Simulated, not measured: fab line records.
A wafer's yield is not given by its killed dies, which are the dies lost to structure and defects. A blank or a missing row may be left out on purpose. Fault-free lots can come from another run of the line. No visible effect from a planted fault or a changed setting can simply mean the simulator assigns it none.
Matching of chambers | flow sky130 | SKY_VIA1_CMP_02 on cmp-01: 4 sister chambers
The step polishes SiO2. 8 wafers are shown with their chamber, then 12 later ones without.

## WAFERS PAIRED WITH THEIR CHAMBERS
wafer  | chamber | motor current A (A) | slurry flow ml min
L084.2 | 1       | 10.2                | 150.7
L084.6 | 2       | 12.3                | 149.5
L086.3 | 0       | 11.6                | 149.2
L086.4 | 3       | 14.4                | 149.4
L086.5 | 3       | 14.3                | 149.2
L089.1 | 0       | 12.6                | 149.3
L089.3 | 2       | 12.6                | 149.3
L089.6 | 1       | 10.3                | 149.5

## WAFERS MISSING THEIR CHAMBER
wafer  | motor current A (A) | slurry flow ml min
L090.1 | 9.7                 | 150.0
L090.3 | 13.6                | 149.1
L090.6 | 12.0                | 150.2
L094.4 | 12.0                | 150.6
L094.5 | 14.7                | 150.3
L094.6 | 12.0                | 149.7
L096.1 | 12.2                | 149.8
L096.2 | 11.4                | 150.5
L096.4 | 14.0                | 150.3
L097.3 | 12.3                | 150.2
L097.4 | 9.8                 | 149.0
L097.5 | 10.5                | 150.1

## THE CHAMBER EACH PASSED THROUGH
wafer  | from the rows above          | in truth
L090.1 | 1                            | 1
L090.3 | can't be placed: 3 or 2 or 0 | 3
L090.6 | can't be placed: 0 or 2      | 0
L094.4 | can't be placed: 2 or 0 or 1 | 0
L094.5 | 3                            | 3
L094.6 | can't be placed: 0 or 2      | 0
L096.1 | can't be placed: 2 or 0      | 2
L096.2 | can't be placed: 1 or 0 or 2 | 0
L096.4 | 3                            | 3
L097.3 | can't be placed: 2 or 0      | 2
L097.4 | 1                            | 1
L097.5 | 1                            | 1
Placed correctly: 5 of 12. Unplaceable from these rows: 7, with the true chamber sitting among the candidates in 7. 0 placed wrongly.
How it was worked out, from the rows above alone: a wafer's distance from a chamber is the root of the sum, over the readings, of the square of ((its reading less the chamber's mean) divided by the reading's scatter). The wafer belongs to the nearest chamber; if the next one is less than 2 further off, it can't be placed. Each chamber's mean is taken over the wafers shown for it. The scatter: take each reading less its chamber's mean, square it, sum over the shown wafers, divide by the number of wafers less the number of chambers, and take the root.
